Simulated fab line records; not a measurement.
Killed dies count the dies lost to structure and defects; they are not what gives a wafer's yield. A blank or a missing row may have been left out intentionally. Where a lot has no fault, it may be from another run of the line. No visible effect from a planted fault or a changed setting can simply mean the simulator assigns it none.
Split-lot study || flow sky130 || 23 wafers read across 5 lots, on a route 708 steps long

== SPLIT DETAILS ==
At SKY_LDD_N_IMPLANT_12, the setting energyKev was moved away from the recipe's 50 on 10 of the 23 wafers read, by -3.9% to +5.1%. This setting was run at the recipe's value on the other wafers.

The reading is taken at the split's own step.

== THE READING ==
The simulator's own value implant.drpNm, read by no gauge, in nm at SKY_LDD_N_IMPLANT_12. The file gives no usual value for it.

{"wafer": "L074.1", "tool, chamber at the split": "implanter-03, 0", "energyKev as run": 50, "against the recipe": "recipe", "implant.drpNm, nm": 18.83, "against lot-mates on the recipe": "-"}
{"wafer": "L074.3", "tool, chamber at the split": "implanter-03, 0", "energyKev as run": 50, "against the recipe": "recipe", "implant.drpNm, nm": 18.83, "against lot-mates on the recipe": "-"}
{"wafer": "L074.6", "tool, chamber at the split": "implanter-03, 0", "energyKev as run": 50, "against the recipe": "recipe", "implant.drpNm, nm": 18.83, "against lot-mates on the recipe": "-"}
{"wafer": "L074.4", "tool, chamber at the split": "implanter-03, 0", "energyKev as run": 52.03, "against the recipe": "+4.1%", "implant.drpNm, nm": 19.39, "against lot-mates on the recipe": "+0.56"}
{"wafer": "L074.5", "tool, chamber at the split": "implanter-03, 0", "energyKev as run": 52.03, "against the recipe": "+4.1%", "implant.drpNm, nm": 19.39, "against lot-mates on the recipe": "+0.56"}
{"wafer": "L079.4", "tool, chamber at the split": "implanter-02, 0", "energyKev as run": 50, "against the recipe": "recipe", "implant.drpNm, nm": 18.83, "against lot-mates on the recipe": "-"}
{"wafer": "L079.5", "tool, chamber at the split": "implanter-02, 0", "energyKev as run": 50, "against the recipe": "recipe", "implant.drpNm, nm": 18.83, "against lot-mates on the recipe": "-"}
{"wafer": "L079.6", "tool, chamber at the split": "implanter-02, 0", "energyKev as run": 50, "against the recipe": "recipe", "implant.drpNm, nm": 18.83, "against lot-mates on the recipe": "-"}
{"wafer": "L082.1", "tool, chamber at the split": "implanter-01, 0", "energyKev as run": 50, "against the recipe": "recipe", "implant.drpNm, nm": 18.83, "against lot-mates on the recipe": "-"}
{"wafer": "L082.2", "tool, chamber at the split": "implanter-01, 0", "energyKev as run": 50, "against the recipe": "recipe", "implant.drpNm, nm": 18.83, "against lot-mates on the recipe": "-"}
{"wafer": "L082.5", "tool, chamber at the split": "implanter-01, 0", "energyKev as run": 50, "against the recipe": "recipe", "implant.drpNm, nm": 18.83, "against lot-mates on the recipe": "-"}
{"wafer": "L082.4", "tool, chamber at the split": "implanter-01, 0", "energyKev as run": 49.05, "against the recipe": "-1.9%", "implant.drpNm, nm": 18.57, "against lot-mates on the recipe": -0.26}
{"wafer": "L082.6", "tool, chamber at the split": "implanter-01, 0", "energyKev as run": 49.05, "against the recipe": "-1.9%", "implant.drpNm, nm": 18.57, "against lot-mates on the recipe": -0.26}
{"wafer": "L083.1", "tool, chamber at the split": "implanter-01, 0", "energyKev as run": 48.07, "against the recipe": "-3.9%", "implant.drpNm, nm": 18.3, "against lot-mates on the recipe": -0.53}
{"wafer": "L083.3", "tool, chamber at the split": "implanter-01, 0", "energyKev as run": 48.07, "against the recipe": "-3.9%", "implant.drpNm, nm": 18.3, "against lot-mates on the recipe": -0.53}
{"wafer": "L083.4", "tool, chamber at the split": "implanter-01, 0", "energyKev as run": 48.07, "against the recipe": "-3.9%", "implant.drpNm, nm": 18.3, "against lot-mates on the recipe": -0.53}
{"wafer": "L083.2", "tool, chamber at the split": "implanter-01, 0", "energyKev as run": 50, "against the recipe": "recipe", "implant.drpNm, nm": 18.83, "against lot-mates on the recipe": "-"}
{"wafer": "L083.5", "tool, chamber at the split": "implanter-01, 0", "energyKev as run": 50, "against the recipe": "recipe", "implant.drpNm, nm": 18.83, "against lot-mates on the recipe": "-"}
{"wafer": "L084.1", "tool, chamber at the split": "implanter-01, 0", "energyKev as run": 52.55, "against the recipe": "+5.1%", "implant.drpNm, nm": 19.54, "against lot-mates on the recipe": "+0.71"}
{"wafer": "L084.2", "tool, chamber at the split": "implanter-01, 0", "energyKev as run": 52.55, "against the recipe": "+5.1%", "implant.drpNm, nm": 19.54, "against lot-mates on the recipe": "+0.71"}
{"wafer": "L084.6", "tool, chamber at the split": "implanter-01, 0", "energyKev as run": 52.55, "against the recipe": "+5.1%", "implant.drpNm, nm": 19.54, "against lot-mates on the recipe": "+0.71"}
{"wafer": "L084.3", "tool, chamber at the split": "implanter-01, 0", "energyKev as run": 50, "against the recipe": "recipe", "implant.drpNm, nm": 18.83, "against lot-mates on the recipe": "-"}
{"wafer": "L084.5", "tool, chamber at the split": "implanter-01, 0", "energyKev as run": 50, "against the recipe": "recipe", "implant.drpNm, nm": 18.83, "against lot-mates on the recipe": "-"}

FIT RESULTS
A straight line over all 23 wafers: implant.drpNm changes by +0.138 nm for each +1% of energyKev; r = +1.00; the points scatter about the line by 0.0021 nm.
The same after taking each lot's own level away (the mean of its wafers on the recipe; 23 wafers): +0.138 nm for each +1%; r = +1.00; scatter 0.0021 nm.
That fit puts the effect of the largest move of energyKev on the reading at 0.71 nm.
The lots' own levels span 18.830 to 18.830 nm.
The two slopes are in agreement: the lot-to-lot level therefore moves the slope only a little.
Check: +0.706 nm against its lot-mates is what the line predicts for one of the wafers moved furthest among these (+5.1%) when that wafer is left out of the fit. It came out at +0.71 nm against them.

== FURTHER SPLITS ON THESE WAFERS ==
Before the reading, these wafers also passed through other splits. Each is held against what the fit with the lots' levels taken away leaves over:
{"other split on the same wafers": "SKY_POLY_GATE_EXPOSE_10 doseMj", "wafers away from the commonest value": 9, "r with implant.drpNm (lot level and that fit taken away)": -0.07}
{"other split on the same wafers": "SKY_POLY_GATE_ETCH_17 timeS", "wafers away from the commonest value": 4, "r with implant.drpNm (lot level and that fit taken away)": -0.08}
{"other split on the same wafers": "SKY_LDD_N_COAT_02 resistThkNm", "wafers away from the commonest value": 9, "r with implant.drpNm (lot level and that fit taken away)": "+0.40"}

== THE WHOLE CHAIN: every reading that the file lists as answering this split, in the file's order ==
{"step": "SKY_LDD_N_IMPLANT_12", "what it does": "", "reading": "implant.rpNm (the simulator's own value, which no gauge read)", "change (the file's fit)": "+0.322 nm for each +1% of the setting", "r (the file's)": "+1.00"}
{"step": "SKY_LDD_N_IMPLANT_12", "what it does": "", "reading": "implant.drpNm (the simulator's own value, which no gauge read)", "change (the file's fit)": "+0.138 nm for each +1% of the setting", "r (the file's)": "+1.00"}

== THE FILE'S OWN FIT ==
implant.drpNm changes by +0.138 nm for each +1% of energyKev, r = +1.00.
